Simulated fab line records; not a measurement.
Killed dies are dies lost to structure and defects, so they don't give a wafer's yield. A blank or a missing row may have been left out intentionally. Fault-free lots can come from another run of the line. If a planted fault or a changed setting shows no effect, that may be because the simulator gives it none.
A lot that was struck, set against a sound lot || flow sky130 || 35 steps out of a route of 708
Sound: wafers L513.1, L513.4, L513.5. Wafers struck: L520.1, L520.3, L520.5. The cause is given at the end.
Each step with rows lists, per side, the tool, then ch with its chambers, then its first start. Under that, the readings that differ: sound wafers || struck wafers || difference of the means || sigmas: that difference in standard deviations of wafers without a fault.
alike: a reading whose means differ by less than 2 such deviations, as well as words and numbers matching on both sides. not compared: withheld readings; readings where some wafer has no value; bounds like >300 that might hide an equal value; numbers whose values overlap and for which the record gives no deviation.
Wherever a step has rows on one side only, a row that says differs or no value, or a row with sigmas, the two part there. Numbers that have no deviation but don't overlap get no sigmas and don't part them. A reading missing from all wafers of one side parts the sides only when that side holds two or more wafers.

first, 9 steps without rows for these wafers: SKY_METAL4_DESCUM_15 (chemistry O2, time 8 s); SKY_METAL4_ETCH_16 (etches BARC in N2/H2, stops on SiO2, time 88.2 s, target depth 60 nm); SKY_METAL4_ETCH_17 (etches SiO2 in C4F8/O2/Ar, stops on TiN, time 3.9 s, target depth 15 nm); SKY_METAL4_METAL_ETCH_18 (etches the open film in Cl2/BCl3, stops on SiO2, target depth 845 nm, time 183.1 s); SKY_METAL4_STRIP_19 (strips in O2/N2); SKY_METAL4_STRIP_20 (strips in post etch residue remover, time 1200 s); SKY_METAL4_CLEAN_21 (cleans in IPA, time 180 s); SKY_METAL4_CLEAN_22 (cleans in O3/DIW); SKY_VIA4_HDPCVD_00 (deposits SiO2, target thk 1750 nm, time 291.7 s).
SKY_VIA4_CMP_02: polishes SiO2.
  sound on cmp-02 ch 0,3, day 44 20:44; struck on cmp-02 ch 1,3, day 46 19:32
{"reading": "model.SiO2_of_VIA4_HDPCVD_00.thk_nm (nm)", "sound": "579.1 577.8 577.6", "struck": "639.5 637.1 639.7", "difference": "+60.6", "sigmas": ""}
  alike: motor_current_A, platen_rpm
SKY_VIA4_BOW_MEAS_03:
  sound on film_metro-03, day 44 21:02; struck on film_metro-04, day 46 20:04
{"reading": "VIA4_BOW (um)", "sound": "99 95 81", "struck": "- - -", "difference": "no value on the struck wafers", "sigmas": ""}
  not compared: hold
then, 6 steps without rows for these wafers: SKY_VIA4_HMDS_05 (prime time 60 s); SKY_VIA4_COAT_06 (resist thk 1140 nm); SKY_VIA4_SOFTBAKE_07 (time 60 s); SKY_VIA4_EXPOSE_08 (exposes mask VIM4, target cd 800 nm); SKY_VIA4_PEB_09; SKY_VIA4_DEVELOP_10 (develop time 60 s).
SKY_VIA4_ETCH_12: etches SiO2 in C4F8/O2/Ar, stops on TiN, target depth 580 nm.
  sound on rie_diel-01 ch 0,2, day 45 18:38; struck on rie_diel-04 ch 0,2,3, day 47 15:36
{"reading": "oes_product_au (a.u.)", "sound": "0.933 0.926 0.917", "struck": "0.976 0.976 0.988", "difference": "+0.055", "sigmas": "+11"}
{"reading": "model.etch.depth_nm (nm)", "sound": "579.1 577.8 577.6", "struck": "639.5 637.1 639.7", "difference": "+60.6", "sigmas": ""}
{"reading": "model.VIA4.feature_depth_nm (nm)", "sound": "579.1 577.8 577.6", "struck": "639.5 637.1 639.7", "difference": "+60.6", "sigmas": ""}
then, 15 steps without rows for these wafers: SKY_VIA4_STRIP_13 (strips in O2/N2); SKY_VIA4_STRIP_14 (strips in post etch residue remover, time 1200 s); SKY_VIA4_CLEAN_15 (cleans in IPA, time 180 s); SKY_VIA4_CLEAN_16 (cleans in O3/DIW); SKY_VIA4_SPUTTER_17 (material TiN, target thk 20 nm, time 80 s); SKY_VIA4_CVD_18 (deposits W, target thk 505 nm, time 152.14 s); SKY_VIA4_CMP_21 (polishes, stops on SiO2, t overpolish 25 s, target thk 0 nm); SKY_METAL5_SPUTTER_00 (material Ti, target thk 15 nm, time 10 s); SKY_METAL5_SPUTTER_01 (material TiN, target thk 20 nm, time 16.7 s); SKY_METAL5_SPUTTER_02 (material AlCu, target thk 1150 nm, time 61.2 s); SKY_METAL5_SPUTTER_03 (material Ti, target thk 5 nm, time 3.3 s); SKY_METAL5_SPUTTER_04 (material TiN, target thk 70 nm, time 57.49 s); SKY_METAL5_DEHYDRATE_07 (time 60 s); SKY_METAL5_HMDS_08 (prime time 60 s); SKY_METAL5_COAT_09 (resist thk 1800 nm).
SKY_METAL5_METAL_ETCH_15: etches the open film in Cl2/BCl3, stops on SiO2, target depth 1260 nm, time 252 s.
  sound on rie_metal-01 ch 0,1, day 46 17:29; struck on rie_metal-04 ch 0,1, day 48 12:03
{"reading": "model.SiO2_of_VIA4_HDPCVD_00.thk_nm (nm)", "sound": "548 547.2 547.1", "struck": "609.1 607.1 609.1", "difference": "+61.0", "sigmas": ""}
  alike: drypump_motor_current_A, mfc_cl2_sccm, oes_product_au, throttle_valve_pct
  not compared: rf_hours_counter_h
SKY_PAD_OPEN_PROBE_99:
  sound on prober-01, day 48 12:42; struck on prober-02, day 50 01:57
{"reading": "hold", "sound": "- - -", "struck": "await_dispo/4.7h/release await_dispo/4.7h/release await_dispo/4.7h/release", "difference": "no value on the sound wafers", "sigmas": ""}
{"reading": "model.etest.via4_chain.rc_ohm", "sound": "0.7914 0.8 0.7831", "struck": "1.458 1.579 1.271", "difference": "+0.644", "sigmas": ""}

WHERE THEY PART
At SKY_VIA4_BOW_MEAS_03 first; at SKY_PAD_OPEN_PROBE_99 last (within this record only).

WHY: what had been put in by the simulator
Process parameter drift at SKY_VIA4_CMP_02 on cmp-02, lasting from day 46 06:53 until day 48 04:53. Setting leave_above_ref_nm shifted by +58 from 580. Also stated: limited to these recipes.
